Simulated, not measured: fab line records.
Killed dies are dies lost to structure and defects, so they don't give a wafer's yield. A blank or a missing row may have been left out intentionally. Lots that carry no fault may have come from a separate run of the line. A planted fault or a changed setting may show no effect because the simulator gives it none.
Chamber matching :: flow gf180mcu :: GF_V3_ETCH_16 on rie diel-03: 4 sister chambers
The step etches BARC in N2/H2. 8 wafers are shown with their chamber, then 7 later ones without.

## WAFERS, EACH WITH ITS CHAMBER
wafer: L147.5
chamber: 2
drypump motor current A (A): 5.5
oes product au (a.u.): 0.851

wafer: L150.1
chamber: 1
drypump motor current A (A): 6.0
oes product au (a.u.): 0.856

wafer: L151.1
chamber: 1
drypump motor current A (A): 6.0
oes product au (a.u.): 0.854

wafer: L154.1
chamber: 3
drypump motor current A (A): 6.0
oes product au (a.u.): 0.863

wafer: L154.2
chamber: 0
drypump motor current A (A): 6.0
oes product au (a.u.): 0.855

wafer: L154.3
chamber: 2
drypump motor current A (A): 5.5
oes product au (a.u.): 0.853

wafer: L155.3
chamber: 3
drypump motor current A (A): 5.9
oes product au (a.u.): 0.849

wafer: L155.4
chamber: 0
drypump motor current A (A): 6.0
oes product au (a.u.): 0.851

## WAFERS WITH NO CHAMBER GIVEN
wafer: L155.6
drypump motor current A (A): 5.5
oes product au (a.u.): 0.853

wafer: L162.1
drypump motor current A (A): 6.0
oes product au (a.u.): 0.849

wafer: L162.2
drypump motor current A (A): 6.0
oes product au (a.u.): 0.854

wafer: L162.6
drypump motor current A (A): 6.0
oes product au (a.u.): 0.856

wafer: L167.1
drypump motor current A (A): 6.0
oes product au (a.u.): 0.851

wafer: L167.4
drypump motor current A (A): 5.9
oes product au (a.u.): 0.854

wafer: L167.6
drypump motor current A (A): 6.0
oes product au (a.u.): 0.853

## WHICH CHAMBER EACH ONE RAN IN
wafer: L155.6
from the rows above: 2
in truth: 2

wafer: L162.1
from the rows above: can't be placed: 0 or 1 or 3
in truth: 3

wafer: L162.2
from the rows above: can't be placed: 0 or 1 or 3
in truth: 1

wafer: L162.6
from the rows above: can't be placed: 1 or 0 or 3
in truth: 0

wafer: L167.1
from the rows above: can't be placed: 0 or 1 or 3
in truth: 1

wafer: L167.4
from the rows above: can't be placed: 3 or 0 or 1
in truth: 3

wafer: L167.6
from the rows above: can't be placed: 0 or 1 or 3
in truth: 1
Correctly placed: 1 of 7. From these rows, 6 cannot be placed; in 6 the true chamber is one of the candidates. Placed wrongly: 0.
How it was worked out, from the rows above alone: a wafer's distance from a chamber is the root of the sum, over the readings, of the square of ((its reading less the chamber's mean) divided by the reading's scatter). If the next closest chamber is less than 2 further off than the closest, the wafer can't be placed; otherwise it belongs to the closest. A chamber's mean is the mean of its shown wafers. The scatter is the square root of a quotient: the sum, over the shown wafers, of each reading's squared deviation from its chamber's mean, divided by wafers minus chambers.
